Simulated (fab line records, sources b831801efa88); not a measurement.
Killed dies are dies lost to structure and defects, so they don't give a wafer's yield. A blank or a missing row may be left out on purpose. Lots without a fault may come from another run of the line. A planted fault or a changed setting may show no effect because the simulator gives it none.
Which tool did it? | flow sky130 | 12 lots, 36 wafers sampled, at 3 steps of a route of 708

WHAT THE GAUGES READ, wafer by wafer
SKY_VIA4_THK_MEAS_20: measures by xrf.
lot  | measured     | on            | VIA4_W_THK (nm)
L261 | day 42 21:17 | film_metro-01 | 530 528 513
L262 | day 43 07:53 | film_metro-03 | 528 530 524
L264 | day 44 06:52 | film_metro-01 | 534 525 520
L265 | day 44 04:33 | film_metro-01 | 534 534 526
L266 | day 44 13:26 | film_metro-03 | 524 515 512
L267 | day 44 22:58 | film_metro-04 | 528 525 522
L268 | day 45 02:53 | film_metro-04 | 539 529 536
L269 | day 45 09:42 | film_metro-01 | 515 529 517
L270 | day 45 11:41 | film_metro-03 | 522 521 513
L274 | day 46 13:39 | film_metro-04 | 527 526 527
L280 | day 47 16:21 | film_metro-01 | 535 531 533
L281 | day 47 22:34 | film_metro-01 | 525 522 524

WHICH TOOL RAN EACH LOT (tool, then ch and the chambers of the sampled wafers, then the start)
lot  | SKY_FIELD_ISO_ETCH_17           | SKY_VIA4_CVD_18
L261 | rie_si-01 ch 0,1, day 2 04:32   | cvd_w-01 ch 0,1, day 42 21:02
L262 | rie_si-01 ch 1,2,3, day 2 11:03 | cvd_w-02 ch 0,1, day 43 07:37
L264 | rie_si-01 ch 1,2, day 2 20:48   | cvd_w-01 ch 0,1, day 44 06:35
L265 | rie_si-02 ch 0,1,2, day 3 00:59 | cvd_w-01 ch 0,1, day 44 04:18
L266 | rie_si-01 ch 1,3, day 3 06:26   | cvd_w-01 ch 0,1, day 44 13:10
L267 | rie_si-01 ch 0,2, day 3 14:30   | cvd_w-02 ch 0,1, day 44 22:41
L268 | rie_si-02 ch 1,3, day 3 17:03   | cvd_w-02 ch 0,1, day 45 02:37
L269 | rie_si-01 ch 0,1,2, day 3 22:01 | cvd_w-01 ch 0,1, day 45 09:28
L270 | rie_si-02 ch 1,2, day 4 03:39   | cvd_w-01 ch 0,1, day 45 11:25
L274 | rie_si-01 ch 0,1,2, day 5 00:17 | cvd_w-02 ch 0,1, day 46 13:22
L280 | rie_si-01 ch 0,2,3, day 6 07:33 | cvd_w-02 ch 0,1, day 47 16:05
L281 | rie_si-02 ch 0,1,2, day 6 16:03 | cvd_w-02 ch 0,1, day 47 22:20
- SKY_FIELD_ISO_ETCH_17: etches Si in HBr/Cl2/O2, target depth 342 nm, time 97.7 s.
- SKY_VIA4_CVD_18: deposits W, target thk 505 nm, time 152.14 s.

WHAT THE TOOLS THEMSELVES READ (means of the sampled wafers that have a number; where no wafer has one, the mark that the record gives instead)
SKY_FIELD_ISO_ETCH_17.
lot  | tool      | O2_flow_sccm (sccm) | drypump_motor_current_A (A) | oes_product_au (a.u.) | throttle_valve_pct (%)
L261 | rie_si-01 | 6.005               | 6.3                         | 1.001                 | 25.651
L262 | rie_si-01 | 5.986               | 5.7                         | 0.997                 | 25.663
L264 | rie_si-01 | 5.982               | 5.9                         | 0.986                 | 25.660
L265 | rie_si-02 | 6.009               | 6.2                         | 0.999                 | 25.658
L266 | rie_si-01 | 6.007               | 6.0                         | 0.997                 | 25.662
L267 | rie_si-01 | 6.016               | 5.7                         | 1.002                 | 25.663
L268 | rie_si-02 | 5.986               | 5.5                         | 1.011                 | 25.654
L269 | rie_si-01 | 6.006               | 6.0                         | 1.000                 | 25.654
L270 | rie_si-02 | 5.989               | 6.5                         | 0.998                 | 25.656
L274 | rie_si-01 | 6.016               | 6.0                         | 0.995                 | 25.664
L280 | rie_si-01 | 5.991               | 5.4                         | 0.996                 | 25.664
L281 | rie_si-02 | 5.973               | 6.2                         | 1.001                 | 25.664

SKY_VIA4_CVD_18.
lot  | tool     | chamber_pressure_Torr (Torr) | heater_power_outer_w (W) | heater_power_w (W)
L261 | cvd_w-01 | 40.05                        | 550                      | 938
L262 | cvd_w-02 | 40.06                        | 526                      | 840
L264 | cvd_w-01 | 39.91                        | 552                      | 943
L265 | cvd_w-01 | 39.99                        | 543                      | 947
L266 | cvd_w-01 | 40.05                        | 526                      | 936
L267 | cvd_w-02 | 39.99                        | 527                      | 880
L268 | cvd_w-02 | 40.03                        | 529                      | 855
L269 | cvd_w-01 | 40.01                        | 542                      | 918
L270 | cvd_w-01 | 40.07                        | 548                      | 938
L274 | cvd_w-02 | 40.00                        | 528                      | 848
L280 | cvd_w-02 | 40.00                        | 532                      | 864
L281 | cvd_w-02 | 40.17                        | 523                      | 884

THE ANSWER, worked out from the rows above alone
Rule: what is usual is taken from the lots themselves. Put in order of their means at a reading, lots are off if they are a third of the lots or fewer, leave a main group of 4 or more, and stand apart from it by a gap of 3 or more times the standard deviation of the main group's means; of several such gaps the widest counts. A main group whose means are all the same, to the digits that the tables above print for the reading, isn't used. A lot without any number at a reading at which 4 lots or more have one is off too. The other lots that the step has rows for count as sound. The gauges are gone through in route order, then the tools' own readings, and for those a lot's mean is taken as printed above. The first step at which some lot is off is used, and at that step the reading that is off furthest; a lot without a number counts as furthest.
No lot is off at any reading shown: from this, nothing can be told.

WHAT THE SIMULATOR HAD PUT IN
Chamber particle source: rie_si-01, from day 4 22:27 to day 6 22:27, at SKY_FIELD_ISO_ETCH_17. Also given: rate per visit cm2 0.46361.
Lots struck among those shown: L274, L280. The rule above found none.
